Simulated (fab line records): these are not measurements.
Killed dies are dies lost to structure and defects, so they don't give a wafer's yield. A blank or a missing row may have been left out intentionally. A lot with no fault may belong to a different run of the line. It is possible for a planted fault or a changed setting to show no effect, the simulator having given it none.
The tool behind it: which one? | flow sky130 | 21 wafers sampled from 7 lots at 1 step of a route of 708

WHAT EACH GAUGE READ, for each wafer
SKY_LOCAL_INTERCONNECT_CD_MEAS_11: the cd target is 170 nm.
lot  | measured     | on       | cdNm (nm)
L580 | day 31 02:05 | cdSem-02 | 169.9 169.1 169.4
L583 | day 33 00:44 | cdSem-02 | 167.1 168.0 168.3
L587 | day 33 22:13 | cdSem-02 | 171.7 171.1 170.1
L589 | day 34 16:55 | cdSem-01 | 165.5 167.6 168.3
L594 | day 36 03:43 | cdSem-02 | 168.7 169.8 169.2
L598 | day 37 02:14 | cdSem-01 | 168.0 170.0 170.0
L600 | day 37 13:52 | cdSem-01 | 171.0 170.8 170.5

WHAT TOOL EACH LOT RAN ON (gives the tool, then ch and the chambers of the sampled wafers, and finally the start)
The record holds no process step before these readings.

THE ANSWER, worked out from the rows above alone
Rule: the usual values come from the lots themselves. The widest of any qualifying gaps counts: lots, ordered by their means at a reading, are off when they make up no more than a third of the lots, leave a main group of 4 or more, and stand apart from it by 3 or more times the standard deviation of that group's means. The tables above print the reading to a certain number of digits; a main group whose means all agree to those digits is not used. A lot without any number at a reading at which 4 lots or more have one is off too. Any other lot the step has rows for is counted as sound.
No lot is off at any reading shown: from this, nothing can be told.

WHAT THE SIMULATOR PUT IN
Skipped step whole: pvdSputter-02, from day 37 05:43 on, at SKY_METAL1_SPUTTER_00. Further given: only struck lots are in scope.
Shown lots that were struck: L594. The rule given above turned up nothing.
